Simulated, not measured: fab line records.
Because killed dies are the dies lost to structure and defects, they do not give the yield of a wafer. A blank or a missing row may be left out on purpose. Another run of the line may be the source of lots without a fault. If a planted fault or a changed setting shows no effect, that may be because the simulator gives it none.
fab line records    flow sky130
record lots=5  wafers=15  last-day=49
route steps=708 shown VIA4@644
lots untouched by any fault: they come from a run of this same line in which no faults occurred
start-h: hours from the record's opening day to when the first of the lot's shown wafers began    wait-h: time in hours since the lot's previous step    " repeats the value in the row above    L1.1+2: a row that stands for several wafers    - no value, or no start given    * or withheld: withheld    < > ~ a bound
route shown NAME@n: a module of which the file shows steps, and the number in the route of the first    usual: mean/standard deviation of fault-free wafers    same: alike in all rows    chamber/n: place in a boat    sites: per-site readings    _std_site: standard deviation of those values    _edge_site: mean of outer sites minus mean of inner sites    radius-mm: how far each site lies from the wafer's centre    mask NAME#n: copy n    behind: the last tool/chamber to shape the wafer    hold: the reason the lot was held/the length of the hold in hours/how it ended    device: names the non-switching transistor (n, p or np)    end of line: tests of these same wafers at the route's end    step lacking rows: just its recipe    killed: the dies lost at the first sort to structure and to defects; this is not the yield of the wafer    map: per-die view of a wafer (x killed, . not killed, _ where there is no die)
set.NAME: the run value of the setting; set.NAME@STEP: its run value at that earlier step    model.NAME: the simulator's own value behind a step, which no gauge read
lots seen at some steps along the route; tables by step, rows by wafer
services: the hour from which a tool's chamber was out of use, counted from the record's first day as start-h (under 0 if before that day), plus the number of hours and why
## steps
# step SKY_VIA4_HMDS_05
# recipe prime-time-s=60  prime-temp-c=120
lot.wafer   tool            chamber  start-h  wait-h
L077.2+4+5  litho-track-03  0        1027.00  0.1
L082.2+3+4  litho-track-03  0        1041.10  0.1
L086.1+2+3  litho-track-04  0        1075.66  0.1
L087.4+5+6  litho-track-02  0        1080.12  0.1
L090.3+4+6  litho-track-04  0        1095.11  0.1
# step SKY_VIA4_COAT_06
# recipe resist=NOVOLAK  spin-rpm=3000  resist-thk-nm=1140
lot.wafer   tool            chamber  start-h  wait-h
L077.2+4+5  litho-track-03  0        1027.15  0.1
L082.2+3+4  litho-track-03  0        1041.25  0.1
L086.1+2+3  litho-track-04  0        1075.81  0.1
L087.4+5+6  litho-track-02  0        1080.27  0.1
L090.3+4+6  litho-track-04  0        1095.26  0.1
# step SKY_VIA4_SOFTBAKE_07
# recipe temp-c=90  time-s=60  resist=NOVOLAK
# usual plate-temp-C=89.98/0.12
lot.wafer  tool            chamber  start-h  wait-h  plate-temp-C
L077.2     litho-track-03  0        1027.30  0.1     89.83
L077.4     "               0        "        "       89.97
L077.5     "               0        "        "       89.79
L082.2     litho-track-03  0        1041.40  0.1     89.98
L082.3     "               0        "        "       89.93
L082.4     "               0        "        "       90.01
L086.1     litho-track-04  0        1075.96  0.1     89.96
L086.2     "               0        "        "       90.02
L086.3     "               0        "        "       90.03
L087.4     litho-track-02  0        1080.42  0.1     90.07
L087.5     "               0        "        "       89.92
L087.6     "               0        "        "       90.02
L090.3     litho-track-04  0        1095.41  0.1     89.88
L090.4     "               0        "        "       89.84
L090.6     "               0        "        "       89.93
# step SKY_VIA4_EXPOSE_08
# recipe mask-id=VIM4  na=0.6  source-shape=conventional  sigma-outer=0.6  polarization=unpolarized  target-cd-nm=800  dose-mj=132
# usual focus-offset-nm=0.1/0.49  stage-vel-mm-s=499.98/0.26
lot.wafer  tool              chamber  start-h  wait-h  mask    focus-offset-nm  stage-vel-mm-s
L077.2     iline-stepper-01  0        -        -       VIM4#0  0.6              500.10
L077.4     "                 0        "        "       VIM4#0  1.5              500.38
L077.5     "                 0        "        "       VIM4#0  0.1              499.89
L082.2     iline-stepper-02  0        -        -       VIM4#0  0.1              499.75
L082.3     "                 0        "        "       VIM4#0  0.6              499.85
L082.4     "                 0        "        "       VIM4#0  0.5              499.80
L086.1     iline-stepper-02  0        -        -       VIM4#0  -0.9             499.86
L086.2     "                 0        "        "       VIM4#0  0.3              500.06
L086.3     "                 0        "        "       VIM4#0  0.2              499.95
L087.4     iline-stepper-02  0        -        -       VIM4#0  -0.6             500.14
L087.5     "                 0        "        "       VIM4#0  0.1              500.10
L087.6     "                 0        "        "       VIM4#0  0.2              500.10
L090.3     iline-stepper-02  0        -        -       VIM4#0  0.0              499.93
L090.4     "                 0        "        "       VIM4#0  -0.4             499.98
L090.6     "                 0        "        "       VIM4#0  -0.3             499.75
# step SKY_VIA4_PEB_09
# recipe temp-c=withheld  time-s=*  resist=NOVOLAK
lot.wafer   tool            chamber  start-h  wait-h
L077.2+4+5  litho-track-02  0        -        -
L082.2+3+4  litho-track-04  0        -        -
L086.1+2+3  litho-track-04  0        -        -
L087.4+5+6  litho-track-04  0        -        -
L090.3+4+6  litho-track-04  0        -        -
# step SKY_VIA4_DEVELOP_10
# recipe resist=NOVOLAK  developer=TMAH  develop-time-s=60  dev-temp-c=23
lot.wafer   tool            chamber  start-h  wait-h
L077.2+4+5  litho-track-02  0        1038.17  0.1
L082.2+3+4  litho-track-04  0        1050.88  0.1
L086.1+2+3  litho-track-04  0        1086.41  0.1
L087.4+5+6  litho-track-04  0        1090.14  0.1
L090.3+4+6  litho-track-04  0        1106.71  0.1
# step SKY_VIA4_OVL_MEAS_11
# usual VIA4_OVL=-0.6/1.5
lot.wafer  tool        chamber  start-h  wait-h  VIA4_OVL[nm]
L077.2     overlay-02  -        1038.30  0.1     -0.5
L077.4     "           -        "        "       -0.2
L077.5     "           -        "        "       -1.2
L082.2     overlay-01  -        1051.02  0.1     -2.0
L082.3     "           -        "        "       -0.4
L082.4     "           -        "        "       -2.1
L086.1     overlay-01  -        1086.56  0.1     -1.6
L086.2     "           -        "        "       -2.3
L086.3     "           -        "        "       -0.5
L087.4     overlay-02  -        1090.23  0.1     0.0
L087.5     "           -        "        "       -0.3
L087.6     "           -        "        "       -0.7
L090.3     overlay-01  -        1106.82  0.1     -4.0
L090.4     "           -        "        "       -2.7
L090.6     "           -        "        "       -5.4
## services
tool              chamber  start-h  hours  kind
iline-stepper-02  -        1003.16  -      consumable-replace:lamp
iline-stepper-02  -        1025.18  11.4   repair
litho-track-03    -        1033.33  -      consumable-replace:filter
iline-stepper-01  0        1043.14  -      calibration
## key
fault none
